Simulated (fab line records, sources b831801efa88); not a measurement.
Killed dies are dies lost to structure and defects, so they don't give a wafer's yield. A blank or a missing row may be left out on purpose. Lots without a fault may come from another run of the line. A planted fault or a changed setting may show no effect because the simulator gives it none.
Which tool did it? | flow sky130 | 14 lots, 42 wafers sampled, at 4 steps of a route of 708

WHAT THE GAUGES READ, wafer by wafer
SKY_GATE_OXIDE_TW_MEAS_14.
lot  | measured     | on            | GATE_OXIDE_TW
L614 | day 13 12:36 | film_metro-02 | 223.9 223.7 222.6
L615 | day 13 17:34 | film_metro-02 | 223.9 223.0 223.3
L617 | day 14 14:58 | film_metro-01 | 224.6 224.4 224.2
L622 | day 16 10:37 | film_metro-04 | 223.4 223.0 222.8
L623 | day 17 02:43 | film_metro-02 | 223.9 223.8 225.6
L628 | day 18 18:19 | film_metro-01 | 226.1 223.7 225.3
L629 | day 19 07:40 | film_metro-02 | 223.2 221.9 221.5
L630 | day 19 15:19 | film_metro-04 | 225.1 224.8 225.5
L632 | day 20 18:55 | film_metro-01 | 224.6 226.7 225.4
L633 | day 20 23:01 | film_metro-04 | 223.7 223.9 224.9
L635 | day 21 04:09 | film_metro-04 | 224.9 225.1 224.7
L634 | day 21 08:52 | film_metro-04 | 226.0 224.3 224.3
L636 | day 21 17:07 | film_metro-01 | 224.9 224.3 224.6
L637 | day 22 06:49 | film_metro-04 | 224.8 226.4 225.3

SKY_LDD_HVN_OVL_MEAS_07.
lot  | measured     | on         | LDD_HVN_OVL (nm)
L614 | day 20 02:39 | overlay-01 | 3.4 1.5 1.4
L615 | day 20 14:33 | overlay-02 | -0.6 2.3 -1.2
L617 | day 21 03:40 | overlay-02 | -2.6 -1.4 -1.4
L628 | day 25 11:48 | overlay-01 | 0.4 1.2 -0.6
L629 | day 27 14:49 | overlay-01 | -0.6 0.9 -0.6
L630 | day 27 16:19 | overlay-01 | 2.1 0.9 1.0
L632 | day 27 16:37 | overlay-01 | 2.1 2.2 0.4
L633 | day 27 16:40 | overlay-02 | 0.3 -1.0 0.1
L635 | day 27 22:40 | overlay-01 | -2.1 -1.9 0.0
L634 | day 27 22:58 | overlay-02 | 1.9 1.6 2.3
L636 | day 28 01:46 | overlay-02 | 1.1 1.2 1.5
L637 | day 28 16:04 | overlay-02 | 0.8 0.0 -0.4

SKY_LDD_HVN_TW_MEAS_10.
lot  | measured     | on            | LDD_HVN_TW
L614 | day 20 02:56 | film_metro-01 | 1436 1442 1435
L615 | day 20 14:50 | film_metro-03 | 1454 1458 1446
L617 | day 21 03:57 | film_metro-01 | 1444 1441 1444
L628 | day 25 12:05 | film_metro-04 | 1446 1441 1451
L629 | day 27 15:07 | film_metro-01 | 1423 1427 1428
L630 | day 27 16:37 | film_metro-01 | 1427 1436 1425
L632 | day 27 16:54 | film_metro-04 | 1454 1445 1453
L633 | day 27 16:57 | film_metro-03 | 1450 1451 1452
L635 | day 27 22:57 | film_metro-04 | 1443 1450 1449
L634 | day 27 23:15 | film_metro-01 | 1428 1429 1416
L636 | day 28 02:03 | film_metro-01 | 1425 1434 1423
L637 | day 28 16:21 | film_metro-03 | 1455 1450 1448

WHICH TOOL RAN EACH LOT (tool, then ch and the chambers of the sampled wafers, then the start)
lot  | SKY_LDD_N_IMPLANT_13
L614 | implanter-01 ch 0, day 17 13:06
L615 | implanter-02 ch 0, day 17 20:12
L617 | implanter-04 ch 0, day 18 14:55
L622 | implanter-02, day 20 12:00
L623 | implanter-04, day 21 05:46
L628 | implanter-04 ch 0, day 23 00:09
L629 | implanter-02 ch 0, day 25 04:04
L630 | implanter-04 ch 0, day 25 05:20
L632 | implanter-01 ch 0, day 25 05:40
L633 | implanter-02 ch 0, day 25 05:57
L635 | implanter-04 ch 0, day 25 12:04
L634 | implanter-01 ch 0, day 25 12:40
L636 | implanter-02 ch 0, day 25 15:43
L637 | implanter-04 ch 0, day 26 06:31
- SKY_LDD_N_IMPLANT_13

WHAT THE TOOLS THEMSELVES READ (means of the sampled wafers that have a number; where no wafer has one, the mark that the record gives instead)
SKY_LDD_N_IMPLANT_13.
lot  | tool         | beam_energy_keV | beam_on_s (s) | faraday_current_uA
L614 | implanter-01 | 49.986          | 10.12         | 27.9
L615 | implanter-02 | 49.987          | 10.11         | 27.9
L617 | implanter-04 | 49.988          | 9.90          | 28.5
L622 | implanter-02 | -               | -             | -
L623 | implanter-04 | -               | -             | -
L628 | implanter-04 | 49.996          | 9.82          | 28.8
L629 | implanter-02 | 49.984          | 9.95          | 28.3
L630 | implanter-04 | 50.011          | 10.07         | 28.1
L632 | implanter-01 | 50.012          | 10.05         | 28.1
L633 | implanter-02 | 50.004          | 10.02         | 28.2
L635 | implanter-04 | 49.984          | 10.18         | 27.7
L634 | implanter-01 | 49.986          | 10.00         | 28.1
L636 | implanter-02 | 49.986          | 10.03         | 28.0
L637 | implanter-04 | 49.995          | 9.92          | 28.5

THE ANSWER, worked out from the rows above alone
Rule: what is usual is taken from the lots themselves. Put in order of their means at a reading, lots are off if they are a third of the lots or fewer, leave a main group of 4 or more, and stand apart from it by a gap of 3 or more times the standard deviation of the main group's means; of several such gaps the widest counts. A main group whose means are all the same, to the digits that the tables above print for the reading, isn't used. A lot without any number at a reading at which 4 lots or more have one is off too. The other lots that the step has rows for count as sound. The gauges are gone through in route order, then the tools' own readings, and for those a lot's mean is taken as printed above. The first step at which some lot is off is used, and at that step the reading that is off furthest; a lot without a number counts as furthest.
Off: L622, L623, at SKY_LDD_N_IMPLANT_13 (beam_energy_keV). Without a number there: L622, L623. The main group: mean 49.993, standard deviation 0.01.
A tool fits if, at that step or a process step before it, it ran every lot that is off, and no sound lot after the first of them. None of those tried fits.

WHAT THE SIMULATOR HAD PUT IN
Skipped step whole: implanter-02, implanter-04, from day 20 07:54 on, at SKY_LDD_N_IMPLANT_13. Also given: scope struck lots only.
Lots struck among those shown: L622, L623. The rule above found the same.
